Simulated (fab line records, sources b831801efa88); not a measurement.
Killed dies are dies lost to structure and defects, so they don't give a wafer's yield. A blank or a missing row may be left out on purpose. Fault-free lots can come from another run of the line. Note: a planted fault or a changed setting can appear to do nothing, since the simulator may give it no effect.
A struck lot beside a sound one :: flow sky130 :: 18 steps out of a route of 708
Sound: these wafers, L103.1, L103.3, L103.4. Struck: wafers L121.2, L121.5. At the end, the cause is stated.
Each step with rows lists, per side, the tool, then ch with its chambers, then its first start. Under that, the readings that differ: sound wafers :: struck wafers :: difference of the means :: sigmas: that difference in standard deviations of wafers without a fault.
alike: readings whose means differ by less than 2 such deviations, and words and numbers that are the same on both sides. not compared: withheld readings, readings that some wafer has no value for, bounds like >300 that may hide the same value, and numbers for which the record gives no deviation and whose values overlap.
Wherever a step has rows on one side only, a row that says differs or no value, or a row with sigmas, the two part there. Non-overlapping numbers with no deviation appear without sigmas and do not part them. A reading that every wafer of one side lacks parts them only if that side has two wafers or more.

first, 3 steps without rows for these wafers: SKY_VIA3_EXPOSE_09 (exposes mask VIM3, target cd 200 nm); SKY_VIA3_PEB_10; SKY_VIA3_DEVELOP_11 (develop time 60 s).
SKY_VIA3_CD_MEAS_12: the cd target is 200 nm.
  struck on cd-sem-01, day 45 07:17; sound on cd-sem-01, day 40 13:41
  alike: cd-nm
SKY_VIA3_OVL_MEAS_13:
  struck on overlay-01, day 45 07:23; sound on overlay-02, day 40 13:48
  alike: VIA3_OVL
SKY_VIA3_ETCH_14: etches BARC in N2/H2, stops on SiO2, time 45.9 s, target depth 60 nm.
  sound on rie-diel-01 ch 1,3, day 40 13:50; struck on rie-diel-02 ch 0,3, day 45 07:25
  alike: drypump-motor-current-A, oes-product-au, throttle-valve-pct
  not compared: rf-hours-counter-h
SKY_VIA3_ETCH_15: etches SiO2 in C4F8/O2/Ar, stops on TiN, target depth 507 nm, time 78 s.
  sound on rie-diel-01 ch 1,3, day 40 13:53; struck on rie-diel-02 ch 0,3, day 45 07:28
  alike: oes-product-au
  not compared: rf-hours-counter-h
SKY_VIA3_STRIP_16: strips in O2/N2.
  sound on plasma-asher-01 ch 0,1, day 40 13:56; struck on plasma-asher-04 ch 0,1, day 45 07:32
  alike: drypump-motor-current-A, oes-product-au, strip-time-to-endpoint-s
  not compared: rf-hours-counter-h
then, 3 steps without rows for these wafers: SKY_VIA3_STRIP_17 (strips in post etch residue remover, time 1200 s); SKY_VIA3_CLEAN_18 (cleans in IPA, time 180 s); SKY_VIA3_CLEAN_19 (cleans in O3/DIW).
SKY_VIA3_SPUTTER_20: material TiN, target thk 20 nm, time 80 s.
  struck on pvd-sputter-01, day 45 08:08; sound on pvd-sputter-04, day 40 14:32
  alike: cathode-dc-power-W, throttle-valve-pct
SKY_VIA3_CVD_21: deposits W, target thk 390 nm, time 117.31 s.
  sound on cvd-w-02 ch 0, day 40 14:35; struck on cvd-w-02 ch 0, day 45 08:11
reading: model.W_of_VIA3_CVD_21.thk-nm (nm)
sound: 388.2 390.2 391.6
struck: 443.4 446
difference: +54.7
sigmas: 
  alike: heater-power-w
SKY_VIA3_RS_MEAS_22: measures by four-point-probe.
  struck on film-metro-04, day 45 08:37; sound on film-metro-03, day 40 14:50
reading: VIA3_W_RS (ohm/sq)
sound: 0.295 0.294 0.293
struck: 0.258 0.256
difference: -0.037
sigmas: -6
  not compared: hold
SKY_VIA3_THK_MEAS_23: measures by xrf.
  struck on film-metro-04, day 45 10:48; sound on film-metro-03, day 40 14:58
reading: VIA3_W_THK (nm)
sound: 381 383 385
struck: 443 442
difference: +60
sigmas: +6
  not compared: hold
SKY_VIA3_CMP_24: polishes, stops on SiO2, t overpolish 20 s, target thk 0 nm.
  sound on cmp-02 ch 0,2,3, day 40 15:04; struck on cmp-01 ch 2,3, day 45 15:07
reading: hold
sound: - - -
struck: await-dispo/4.1h/release await-dispo/4.1h/release
difference: no value on the sound wafers
sigmas: 

reading: time-to-endpoint-s (s)
sound: 91 91 92
struck: 110 109
difference: +18
sigmas: +5
  alike: motor-current-A, platen-rpm, slurry-filter-dp-kPa, slurry-flow-ml-min
SKY_METAL4_SPUTTER_00: material Ti, target thk 15 nm, time 10 s.
  struck on pvd-sputter-01, day 45 15:19; sound on pvd-sputter-04, day 40 15:19
reading: cathode-dc-power-W (W)
sound: 2999.3 2999.2 2999.5
struck: 3000.0 3000.8
difference: +1.1
sigmas: +2
  alike: throttle-valve-pct
-- the record jumps here: 5 days lie between the struck wafers' starts before and after (it left off in module METAL4 and takes up again in module PAD_OPEN, whose first step shown is number 708 of the route) --
SKY_PAD_OPEN_PROBE_99:
  struck on prober-01, day 50 11:48; sound on prober-02, day 46 16:50
reading: hold
sound: - - -
struck: await-dispo/1.7h/release await-dispo/1.7h/release
difference: no value on the sound wafers
sigmas: 

reading: killed-at-front-end
sound: 6 10 15
struck: 23 17
difference: +10
sigmas: +2
  alike: defect-limited-yield, killed_at_M0_to_M3, killed_at_M4_up, killed-at-contacts, killed-at-other, killed-dies, killed-open, killed-short, sort_bin_3_pad_short, sort_bin_5_function, sort_bin_6_memory, sort-n-pass, sort-yield-pct

== WHERE THEY PART ==
Earliest at SKY_VIA3_RS_MEAS_22; latest, in this record, at SKY_PAD_OPEN_PROBE_99.

WHY: what the simulator had put in
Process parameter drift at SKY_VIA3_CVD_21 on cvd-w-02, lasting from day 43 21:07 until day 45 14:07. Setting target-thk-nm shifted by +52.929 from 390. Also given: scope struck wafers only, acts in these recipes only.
